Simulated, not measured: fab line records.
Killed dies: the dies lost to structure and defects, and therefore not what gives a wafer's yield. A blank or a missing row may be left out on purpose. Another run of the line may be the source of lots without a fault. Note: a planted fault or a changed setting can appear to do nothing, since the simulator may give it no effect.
The tool behind it: which one? || flow sky130 || Sampling: 13 lots, 39 wafers, 5 of 708 route steps

## WHAT EACH GAUGE READ, for each wafer
SKY_VIA2_CD_MEAS_12: the cd target is 200 nm.
{"lot": "L188", "measured": "day 37 11:23", "on": "cd-sem-01", "cd-nm (nm)": "202.1 200.7 200.4"}
{"lot": "L187", "measured": "day 37 17:55", "on": "cd-sem-01", "cd-nm (nm)": "199.4 200.5 199.9"}
{"lot": "L196", "measured": "day 40 10:40", "on": "cd-sem-02", "cd-nm (nm)": "199.3 199.4 200.5"}
{"lot": "L197", "measured": "day 40 12:28", "on": "cd-sem-02", "cd-nm (nm)": "200.3 199.3 201.3"}
{"lot": "L198", "measured": "day 40 18:54", "on": "cd-sem-02", "cd-nm (nm)": "200.8 201.0 201.1"}
{"lot": "L199", "measured": "day 41 07:41", "on": "cd-sem-01", "cd-nm (nm)": "199.2 199.8 199.8"}
{"lot": "L200", "measured": "day 41 10:41", "on": "cd-sem-02", "cd-nm (nm)": "201.8 200.9 200.9"}
{"lot": "L201", "measured": "day 41 18:10", "on": "cd-sem-01", "cd-nm (nm)": "197.9 199.0 200.9"}
{"lot": "L202", "measured": "day 41 22:55", "on": "cd-sem-02", "cd-nm (nm)": "199.1 200.7 199.8"}
{"lot": "L203", "measured": "day 42 07:54", "on": "cd-sem-01", "cd-nm (nm)": "201.5 201.5 200.6"}
{"lot": "L204", "measured": "day 42 09:56", "on": "cd-sem-02", "cd-nm (nm)": "197.6 198.3 196.9"}
{"lot": "L207", "measured": "day 42 23:36", "on": "cd-sem-02", "cd-nm (nm)": "201.0 200.4 200.2"}
{"lot": "L208", "measured": "day 43 15:08", "on": "cd-sem-01", "cd-nm (nm)": "200.0 199.6 200.7"}

SKY_VIA2_RS_MEAS_22: the measuring method here is four-point-probe.
{"lot": "L188", "measured": "day 37 12:31", "on": "film-metro-02", "VIA2_W_RS (ohm/sq)": "0.9577 0.9701 0.9899 0.9577 0.9738 0.9897"}
{"lot": "L187", "measured": "day 37 19:07", "on": "film-metro-03", "VIA2_W_RS (ohm/sq)": "0.9735 0.9627 1.0018 0.9768 0.9600 0.9990"}
{"lot": "L196", "measured": "day 40 11:43", "on": "film-metro-01", "VIA2_W_RS (ohm/sq)": "0.2689 0.2747 0.2724"}
{"lot": "L197", "measured": "day 40 13:31", "on": "film-metro-02", "VIA2_W_RS (ohm/sq)": "0.2698 0.2727 0.2714"}
{"lot": "L198", "measured": "day 40 19:59", "on": "film-metro-01", "VIA2_W_RS (ohm/sq)": "0.2704 0.2703 0.2753"}
{"lot": "L199", "measured": "day 41 08:44", "on": "film-metro-03", "VIA2_W_RS (ohm/sq)": "0.2735 0.2743 0.2709"}
{"lot": "L200", "measured": "day 41 11:45", "on": "film-metro-02", "VIA2_W_RS (ohm/sq)": "0.2720 0.2651 0.2722"}
{"lot": "L201", "measured": "day 41 19:20", "on": "film-metro-03", "VIA2_W_RS (ohm/sq)": "0.2720 0.2706 0.2705"}
{"lot": "L202", "measured": "day 42 00:05", "on": "film-metro-03", "VIA2_W_RS (ohm/sq)": "0.2762 0.2757 0.2736"}
{"lot": "L203", "measured": "day 42 08:57", "on": "film-metro-02", "VIA2_W_RS (ohm/sq)": "0.2751 0.2763 0.2713"}
{"lot": "L204", "measured": "day 42 11:05", "on": "film-metro-03", "VIA2_W_RS (ohm/sq)": "0.2730 0.2711 0.2735"}
{"lot": "L207", "measured": "day 43 00:39", "on": "film-metro-02", "VIA2_W_RS (ohm/sq)": "0.2712 0.2654 0.2701"}
{"lot": "L208", "measured": "day 43 16:10", "on": "film-metro-03", "VIA2_W_RS (ohm/sq)": "0.2738 0.2733 0.2780"}

## TOOL THAT RAN EACH LOT (tool first, then ch and the chambers of the sampled wafers, then the start)
{"lot": "L188", "SKY_VIA2_CMP_02": "cmp-01 ch 0,1, day 36 09:31", "SKY_VIA2_ETCH_15": "rie-diel-02 ch 2,3, day 37 11:36", "SKY_VIA2_CVD_21": "cvd-w-02 ch 0,1, day 37 12:23"}
{"lot": "L187", "SKY_VIA2_CMP_02": "cmp-01 ch 0,1,2, day 36 15:44", "SKY_VIA2_ETCH_15": "rie-diel-04 ch 0,2,3, day 37 18:05", "SKY_VIA2_CVD_21": "cvd-w-02 ch 1, day 37 18:56"}
{"lot": "L196", "SKY_VIA2_CMP_02": "cmp-02 ch 1,2,3, day 39 08:47", "SKY_VIA2_ETCH_15": "rie-diel-01 ch 1,2,3, day 40 10:50", "SKY_VIA2_CVD_21": "cvd-w-02 ch 1, day 40 11:34"}
{"lot": "L197", "SKY_VIA2_CMP_02": "cmp-01 ch 1,3, day 39 11:59", "SKY_VIA2_ETCH_15": "rie-diel-04 ch 0,1, day 40 12:39", "SKY_VIA2_CVD_21": "cvd-w-01 ch 0,1, day 40 13:22"}
{"lot": "L198", "SKY_VIA2_CMP_02": "cmp-02 ch 0,1,2, day 39 18:24", "SKY_VIA2_ETCH_15": "rie-diel-04 ch 0,1, day 40 19:06", "SKY_VIA2_CVD_21": "cvd-w-01 ch 0,1, day 40 19:51"}
{"lot": "L199", "SKY_VIA2_CMP_02": "cmp-01 ch 0,3, day 40 07:09", "SKY_VIA2_ETCH_15": "rie-diel-04 ch 0,1,3, day 41 07:51", "SKY_VIA2_CVD_21": "cvd-w-02 ch 0,1, day 41 08:37"}
{"lot": "L200", "SKY_VIA2_CMP_02": "cmp-02 ch 1,2,3, day 40 09:11", "SKY_VIA2_ETCH_15": "rie-diel-02 ch 0,3, day 41 10:50", "SKY_VIA2_CVD_21": "cvd-w-01 ch 0,1, day 41 11:37"}
{"lot": "L201", "SKY_VIA2_CMP_02": "cmp-01 ch 0,2,3, day 40 17:55", "SKY_VIA2_ETCH_15": "rie-diel-02 ch 0,1,2, day 41 18:20", "SKY_VIA2_CVD_21": "cvd-w-02 ch 1, day 41 19:06"}
{"lot": "L202", "SKY_VIA2_CMP_02": "cmp-02 ch 0,1,3, day 40 23:39", "SKY_VIA2_ETCH_15": "rie-diel-02 ch 1,2, day 41 23:05", "SKY_VIA2_CVD_21": "cvd-w-02 ch 1, day 41 23:50"}
{"lot": "L203", "SKY_VIA2_CMP_02": "cmp-02 ch 0,2, day 41 08:31", "SKY_VIA2_ETCH_15": "rie-diel-01 ch 1,3, day 42 08:06", "SKY_VIA2_CVD_21": "cvd-w-02 ch 0,1, day 42 08:49"}
{"lot": "L204", "SKY_VIA2_CMP_02": "cmp-01 ch 1,2, day 41 09:41", "SKY_VIA2_ETCH_15": "rie-diel-04 ch 0,1,2, day 42 10:05", "SKY_VIA2_CVD_21": "cvd-w-01 ch 0,1, day 42 10:52"}
{"lot": "L207", "SKY_VIA2_CMP_02": "cmp-02 ch 1,2,3, day 42 00:09", "SKY_VIA2_ETCH_15": "rie-diel-01 ch 0,1,2, day 42 23:48", "SKY_VIA2_CVD_21": "cvd-w-01 ch 0,1, day 43 00:31"}
{"lot": "L208", "SKY_VIA2_CMP_02": "cmp-01 ch 0,3, day 42 15:58", "SKY_VIA2_ETCH_15": "rie-diel-04 ch 0,1, day 43 15:17", "SKY_VIA2_CVD_21": "cvd-w-02 ch 0,1, day 43 16:02"}
- SKY_VIA2_CMP_02: polishes SiO2.
- SKY_VIA2_ETCH_15: etches SiO2 in C4F8/O2/Ar, stops on TiN, target depth 546 nm, time 84 s.
- SKY_VIA2_CVD_21: deposits W, target thk 420 nm, time 126.4 s.

## AS READ BY THE TOOLS THEMSELVES (means over the sampled wafers that have a number; for cases with no such wafer, the mark the record gives instead)
SKY_VIA2_CMP_02.
{"lot": "L188", "tool": "cmp-01", "head-pressure-psi (psi)": 3.995, "motor-current-A (A)": 12.3, "slurry-filter-dp-kPa (kPa)": 13.52}
{"lot": "L187", "tool": "cmp-01", "head-pressure-psi (psi)": 3.994, "motor-current-A (A)": 10.9, "slurry-filter-dp-kPa (kPa)": 13.32}
{"lot": "L196", "tool": "cmp-02", "head-pressure-psi (psi)": 3.992, "motor-current-A (A)": 12.6, "slurry-filter-dp-kPa (kPa)": 13.43}
{"lot": "L197", "tool": "cmp-01", "head-pressure-psi (psi)": 4.001, "motor-current-A (A)": 11.4, "slurry-filter-dp-kPa (kPa)": 13.54}
{"lot": "L198", "tool": "cmp-02", "head-pressure-psi (psi)": 4.008, "motor-current-A (A)": 12.7, "slurry-filter-dp-kPa (kPa)": 13.57}
{"lot": "L199", "tool": "cmp-01", "head-pressure-psi (psi)": 3.999, "motor-current-A (A)": 12.8, "slurry-filter-dp-kPa (kPa)": 13.63}
{"lot": "L200", "tool": "cmp-02", "head-pressure-psi (psi)": 4.007, "motor-current-A (A)": 12.7, "slurry-filter-dp-kPa (kPa)": 13.58}
{"lot": "L201", "tool": "cmp-01", "head-pressure-psi (psi)": 4.006, "motor-current-A (A)": 11.3, "slurry-filter-dp-kPa (kPa)": 13.56}
{"lot": "L202", "tool": "cmp-02", "head-pressure-psi (psi)": 3.998, "motor-current-A (A)": 12.2, "slurry-filter-dp-kPa (kPa)": 13.57}
{"lot": "L203", "tool": "cmp-02", "head-pressure-psi (psi)": 3.996, "motor-current-A (A)": 12.0, "slurry-filter-dp-kPa (kPa)": 13.45}
{"lot": "L204", "tool": "cmp-01", "head-pressure-psi (psi)": 3.997, "motor-current-A (A)": 10.1, "slurry-filter-dp-kPa (kPa)": 13.37}
{"lot": "L207", "tool": "cmp-02", "head-pressure-psi (psi)": 4.006, "motor-current-A (A)": 12.7, "slurry-filter-dp-kPa (kPa)": 13.35}
{"lot": "L208", "tool": "cmp-01", "head-pressure-psi (psi)": 4.008, "motor-current-A (A)": 12.2, "slurry-filter-dp-kPa (kPa)": 13.49}

SKY_VIA2_ETCH_15.
{"lot": "L188", "tool": "rie-diel-02", "oes-product-au (a.u.)": 0.939}
{"lot": "L187", "tool": "rie-diel-04", "oes-product-au (a.u.)": 0.942}
{"lot": "L196", "tool": "rie-diel-01", "oes-product-au (a.u.)": 0.938}
{"lot": "L197", "tool": "rie-diel-04", "oes-product-au (a.u.)": 0.939}
{"lot": "L198", "tool": "rie-diel-04", "oes-product-au (a.u.)": 0.940}
{"lot": "L199", "tool": "rie-diel-04", "oes-product-au (a.u.)": 0.938}
{"lot": "L200", "tool": "rie-diel-02", "oes-product-au (a.u.)": 0.942}
{"lot": "L201", "tool": "rie-diel-02", "oes-product-au (a.u.)": 0.936}
{"lot": "L202", "tool": "rie-diel-02", "oes-product-au (a.u.)": 0.940}
{"lot": "L203", "tool": "rie-diel-01", "oes-product-au (a.u.)": 0.938}
{"lot": "L204", "tool": "rie-diel-04", "oes-product-au (a.u.)": 0.942}
{"lot": "L207", "tool": "rie-diel-01", "oes-product-au (a.u.)": 0.944}
{"lot": "L208", "tool": "rie-diel-04", "oes-product-au (a.u.)": 0.945}

SKY_VIA2_CVD_21.
{"lot": "L188", "tool": "cvd-w-02", "heater-power-w (W)": 1038}
{"lot": "L187", "tool": "cvd-w-02", "heater-power-w (W)": 929}
{"lot": "L196", "tool": "cvd-w-02", "heater-power-w (W)": 946}
{"lot": "L197", "tool": "cvd-w-01", "heater-power-w (W)": 807}
{"lot": "L198", "tool": "cvd-w-01", "heater-power-w (W)": 836}
{"lot": "L199", "tool": "cvd-w-02", "heater-power-w (W)": 995}
{"lot": "L200", "tool": "cvd-w-01", "heater-power-w (W)": 842}
{"lot": "L201", "tool": "cvd-w-02", "heater-power-w (W)": 938}
{"lot": "L202", "tool": "cvd-w-02", "heater-power-w (W)": 947}
{"lot": "L203", "tool": "cvd-w-02", "heater-power-w (W)": 1048}
{"lot": "L204", "tool": "cvd-w-01", "heater-power-w (W)": 818}
{"lot": "L207", "tool": "cvd-w-01", "heater-power-w (W)": 799}
{"lot": "L208", "tool": "cvd-w-02", "heater-power-w (W)": 1007}

## THE ANSWER, worked out from the rows above alone
Rule: usual is defined by the lots themselves. Put in order of their means at a reading, lots are off if they are a third of the lots or fewer, leave a main group of 4 or more, and stand apart from it by a gap of 3 or more times the standard deviation of the main group's means; of several such gaps the widest counts. The tables above print the reading to a certain number of digits; a main group whose means all agree to those digits is not used. Also off: a lot with no number at a reading for which 4 or more lots have one. All remaining lots with rows at the step are treated as sound. After the gauges, taken in route order, come the tools' own readings; for these a lot's mean is taken, as printed above. The first step at which some lot is off is used, and at that step the reading that is off furthest; a lot without a number counts as furthest.
Off: L188, L187, at SKY_VIA2_RS_MEAS_22 (VIA2_W_RS). Main group: mean 0.2723 ohm/sq, sd 0.0019.
A tool fits if, at a process step before that reading, it ran every lot that is off, and no sound lot after the first of them. The gauges at SKY_VIA2_RS_MEAS_22 are tried like those tools. Of those tried, none fits.

## WHAT THE SIMULATOR PUT IN
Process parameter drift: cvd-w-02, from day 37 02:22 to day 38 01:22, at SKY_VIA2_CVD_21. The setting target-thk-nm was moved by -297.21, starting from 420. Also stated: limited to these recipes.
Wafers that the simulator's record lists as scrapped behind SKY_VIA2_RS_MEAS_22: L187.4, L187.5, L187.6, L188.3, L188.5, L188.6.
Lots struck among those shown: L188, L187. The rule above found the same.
